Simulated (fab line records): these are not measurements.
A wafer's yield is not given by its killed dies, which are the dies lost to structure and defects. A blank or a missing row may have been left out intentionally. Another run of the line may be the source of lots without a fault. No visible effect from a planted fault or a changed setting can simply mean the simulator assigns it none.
2 desks, one fault    flow gf180mcu    every desk sees just its own numbers, and what lay behind them comes last

## AT THE TOOL OWNER'S DESK: cvd-w-01
The tool's own readings at GF_V3_CVD_23 (deposits W, target thk 350 nm, time 104.9 s): means of the sampled wafers that have a number, for each lot that ran on this tool. A lot is out of limits, marked OUT, if its mean lies more than 4 standard deviations from the usual mean; the brackets give that distance.
Columns: A = chamber-pressure-Torr at GF_V3_CVD_23, usual 40.00 Torr; B = heater-power-outer-w at GF_V3_CVD_23, usual 553 W; C = heater-power-w at GF_V3_CVD_23, usual 846 W; D = susceptor-temp-C at GF_V3_CVD_23, usual 400.03 C
lot   first seen here  A      B    C     D
L444  day 24 01:49     40.09  599  925   400.10
L448  day 25 15:08     40.02  693  1049  412.06 (+55) OUT
L449  day 25 20:01     39.99  651  996   411.96 (+54) OUT
L450  day 26 10:52     39.96  647  1001  411.56 (+52) OUT
L459  day 28 20:20     39.94  630  992   399.77
L460  day 29 02:32     39.90  641  998   400.00
This desk's finding: out of limits on L448, L449, L450; first on L448, day 25 15:08 (susceptor-temp-C at GF_V3_CVD_23). L444, L459, L460 stayed within limits.

## THE METROLOGY DESK
What the gauges read for every lot (on any tool): the sampled wafers with a number, averaged. A lot is out of limits, marked OUT, if its mean lies more than 4 standard deviations from the usual mean; the brackets give that distance.
Columns: A = V1_OVL at GF_V1_OVL_MEAS_15, usual -3 nm; B = V3_W_RS at GF_V3_RS_MEAS_24, usual 0.326 ohm/sq; C = V3_W_THK at GF_V3_THK_MEAS_25, usual 357 nm; D = M4_OVL at GF_M4_OVL_MEAS_15, usual 2 nm
lot   first seen here  A    B                C              D
L440  day 18 09:08     -10  0.330            346            7
L441  day 18 17:11     2    0.331            353            -0
L444  day 19 21:43     -2   0.323            358            8
L448  day 21 13:08     -4   0.265 (-20) OUT  444 (+16) OUT  1
L449  day 21 19:17     -10  0.264 (-20) OUT  440 (+15) OUT  -8
L450  day 22 12:02     -4   0.263 (-20) OUT  445 (+16) OUT  5
L458  day 24 22:13     -7   0.328            354            -7
L459  day 25 04:23     -6   0.324            359            -2
L460  day 25 10:04     3    0.320            364            6
L461  day 25 16:37     -1   0.328            357            3
Finding of this desk: L448, L449, L450 out of limits, first seen on L448 at day 25 15:16 (V3_W_RS at GF_V3_RS_MEAS_24). L440, L441, L444, L458, L459, L460, L461 stayed within limits.

## ALL TOGETHER
The tool owner's desk could have raised an alarm at day 25 15:08, on L448, L449, L450.
On L448, L449, L450, the metrology desk was in a position to raise an alarm at day 25 15:16.
Of the lots named, all ran GF_V3_CVD_23 on cvd-w-01.

## WHAT THE SIMULATOR HAD PUT IN
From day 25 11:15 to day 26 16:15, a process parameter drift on cvd-w-01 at GF_V3_CVD_23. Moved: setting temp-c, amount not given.
Lots struck among those shown: L448, L449, L450.
Delay (hours) between the fault's onset and each desk's first out-of-limits reading: 4 at the tool owner's desk, 4 at the metrology desk.
